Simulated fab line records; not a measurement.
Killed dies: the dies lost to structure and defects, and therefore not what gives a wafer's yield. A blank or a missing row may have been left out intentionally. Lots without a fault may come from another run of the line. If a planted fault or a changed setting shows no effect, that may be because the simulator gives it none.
Struck lot and sound lot, side by side -- flow sky130 -- 43 out of 708 route steps
Sound: these wafers, L345.2, L345.3, L345.5. Struck: wafer L338.5 (L338.4, L338.6, from the same lot, were not struck and are left out); the cause is given at the end.
At each step with rows: each side's tool, then ch and its chambers, then its first start. Under that, the readings that differ: sound wafers -- struck wafers -- difference of the means -- sigmas: that difference in standard deviations of wafers without a fault.
alike: same words and numbers on both sides, and readings whose means sit less than 2 such deviations apart. not compared: any withheld reading, any reading some wafer has no value for, any bound like >300 that may hide the same value, and any number with overlapping values for which the record gives no deviation.
A row with sigmas, a row that says differs or no value, or rows on one side alone: a step with any of these is where the two part. When numbers do not overlap yet have no deviation, they are printed without sigmas and do not part them. A reading missing from all wafers of one side parts the sides only when that side holds two or more wafers.

first, 4 steps without rows for these wafers: SKY_LI_CONTACT_SOFTBAKE_08 (time 90 s); SKY_LI_CONTACT_EXPOSE_09 (exposes mask LICM1, target cd 170 nm); SKY_LI_CONTACT_PEB_10; SKY_LI_CONTACT_DEVELOP_11 (develop time 60 s).
SKY_LI_CONTACT_CD_MEAS_12: the cd target is 170 nm.
  sound: cdSem-01 at day 34 01:29; struck: cdSem-02 at day 31 18:34
  alike: cdNm
SKY_LI_CONTACT_OVL_MEAS_13:
  sound: overlay-01 at day 34 01:36; struck: overlay-01 at day 31 18:39
  alike: LI_CONTACT_OVL
then, 1 step without rows for these wafers: SKY_LI_CONTACT_ETCH_14 (etches BARC in N2/H2, stops on SiO2, time 45.9 s, target depth 60 nm).
SKY_LI_CONTACT_ETCH_15: etches PSG in C4F8/O2/Ar, stops on Si, target depth 600 nm.
  sound on rieDiel-03 ch 0,2,3, day 34 01:40; struck on rieDiel-01 ch 3, day 31 18:46
  alike: oesProductAu
then, 4 steps without rows for these wafers: SKY_LI_CONTACT_STRIP_16 (strips in O2/N2); SKY_LI_CONTACT_CLEAN_17 (cleans in NMP, time 600 s); SKY_LI_CONTACT_PRE_CLEAN_18 (time 5.6 s); SKY_LI_CONTACT_SPUTTER_19 (material Ti, target thk 20 nm, time 106.37 s).
SKY_LI_CONTACT_SPUTTER_20: material TiN, target thk 20 nm, time 80 s.
  sound: pvdSputter-03 at day 34 02:08; struck: pvdSputter-02 at day 31 19:10
  alike: throttleValvePct
then, 1 step without rows for these wafers: SKY_LI_CONTACT_CVD_21 (deposits W, target thk 400 nm, time 120.56 s).
SKY_LI_CONTACT_RS_MEAS_22: the measuring method here is four-point-probe.
  sound: filmMetro-03 at day 34 02:21; struck: filmMetro-01 at day 31 19:25
  alike: LI_CONTACT_W_RS
SKY_LI_CONTACT_THK_MEAS_23: measures by xrf.
  sound: filmMetro-03 at day 34 02:28; struck: filmMetro-01 at day 31 19:31
  alike: LI_CONTACT_W_THK
SKY_LI_CONTACT_CMP_24: polishes, stops on PSG, t overpolish 20 s, target thk 0 nm.
  sound on cmp-01 ch 0,1, day 34 02:31; struck on cmp-02 ch 3, day 31 19:47
reading,sound,struck,difference,sigmas
overpolishRunS (s),19.987 20.004 20.007,20.021,+0.022,+2
  alike: motorCurrentA, platenRpm, timeToEndpointS
SKY_LOCAL_INTERCONNECT_SPUTTER_00: material TiN, target thk 100 nm, time 83.3 s.
  sound: pvdSputter-04 at day 34 02:49; struck: pvdSputter-03 at day 31 19:56
  alike: throttleValvePct
SKY_LOCAL_INTERCONNECT_RS_MEAS_01: the measuring method here is four-point-probe.
  sound: filmMetro-04 at day 34 02:53; struck: filmMetro-02 at day 31 20:03
  alike: LOCAL_INTERCONNECT_TIN_RS
SKY_LOCAL_INTERCONNECT_THK_MEAS_02: measures by xrf.
  sound: filmMetro-04 at day 34 03:00; struck: filmMetro-02 at day 31 20:08
  alike: LOCAL_INTERCONNECT_TIN_THK
then, 8 steps without rows for these wafers: SKY_LOCAL_INTERCONNECT_DEHYDRATE_03 (time 60 s); SKY_LOCAL_INTERCONNECT_HMDS_04 (prime time 60 s); SKY_LOCAL_INTERCONNECT_COAT_05 (resist thk 60 nm); SKY_LOCAL_INTERCONNECT_COAT_06 (resist thk 450 nm); SKY_LOCAL_INTERCONNECT_SOFTBAKE_07 (time 90 s); SKY_LOCAL_INTERCONNECT_EXPOSE_08 (exposes mask LI1M, target cd 170 nm); SKY_LOCAL_INTERCONNECT_PEB_09; SKY_LOCAL_INTERCONNECT_DEVELOP_10 (develop time 60 s).
SKY_LOCAL_INTERCONNECT_CD_MEAS_11: the cd target is 170 nm.
  sound: cdSem-01 at day 35 05:04; struck: cdSem-01 at day 33 00:16
  alike: cdNm
SKY_LOCAL_INTERCONNECT_OVL_MEAS_12:
  sound: overlay-02 at day 35 05:11; struck: overlay-02 at day 33 00:21
  alike: LOCAL_INTERCONNECT_OVL
SKY_LOCAL_INTERCONNECT_ETCH_13: etches BARC in N2/H2, stops on SiO2, time 45.9 s, target depth 60 nm.
  sound on rieMetal-01 ch 0,1, day 35 05:13; struck on rieMetal-04 ch 1, day 33 00:26
  alike: drypumpMotorCurrentA, oesProductAu, throttleValvePct
  not compared: rfHoursCounterH
then, 5 steps without rows for these wafers: SKY_LOCAL_INTERCONNECT_METAL_ETCH_14 (etches TiN in Cl2/BCl3, stops on PSG, target depth 110 nm, time 31.4 s); SKY_LOCAL_INTERCONNECT_STRIP_15 (strips in O2/N2); SKY_LOCAL_INTERCONNECT_STRIP_16 (strips in post etch residue remover, time 1200 s); SKY_LOCAL_INTERCONNECT_CLEAN_17 (cleans in IPA, time 180 s); SKY_LOCAL_INTERCONNECT_CLEAN_18 (cleans in O3/DIW).
SKY_CONTACT_CVD_00: deposits Si3N4, target thk 75 nm.
  sound on pecvd-02 ch 0,1, day 35 05:55; struck on pecvd-02 ch 1, day 33 01:15
  alike: heaterPowerW
SKY_CONTACT_THK_MEAS_01:
  sound: filmMetro-02 at day 35 05:58; struck: filmMetro-04 at day 33 01:18
  alike: CONTACT_CVD_00_THK
then, 1 step without rows for these wafers: SKY_CONTACT_HDPCVD_02 (deposits SiO2, target thk 565 nm, time 94.2 s).
SKY_CONTACT_THK_MEAS_03:
  sound: filmMetro-03 at day 35 06:05; struck: filmMetro-03 at day 33 01:34
  alike: CONTACT_HDPCVD_THK
then, 1 step without rows for these wafers: SKY_CONTACT_CMP_04 (polishes SiO2).
SKY_CONTACT_BOW_MEAS_05:
  sound: filmMetro-03 at day 35 06:28; struck: filmMetro-04 at day 33 01:58
  alike: CONTACT_BOW
-- the record jumps here: 15 days lie between the struck wafers' starts before and after (it left off in module CONTACT and takes up again in module PAD_OPEN, whose first step shown is number 708 of the route) --
SKY_PAD_OPEN_PROBE_99:
  sound: prober-01 at day 49 10:11; struck: prober-02 at day 47 21:38
reading,sound,struck,difference,sigmas
killedAtContacts,23 24 22,40,+17,+3
killedAtFrontEnd,21 9 19,3,-13,-3
killedOnRim,15 17 16,27,+11,+3
  alike: killed_at_M0_to_M3, killed_at_M4_up, killedAtOther, killedDies, killedOpen, killedShort

## WHERE THEY PART
Earliest at SKY_LI_CONTACT_CMP_24; latest, in this record, at SKY_PAD_OPEN_PROBE_99.

WHY: whatever the simulator had introduced
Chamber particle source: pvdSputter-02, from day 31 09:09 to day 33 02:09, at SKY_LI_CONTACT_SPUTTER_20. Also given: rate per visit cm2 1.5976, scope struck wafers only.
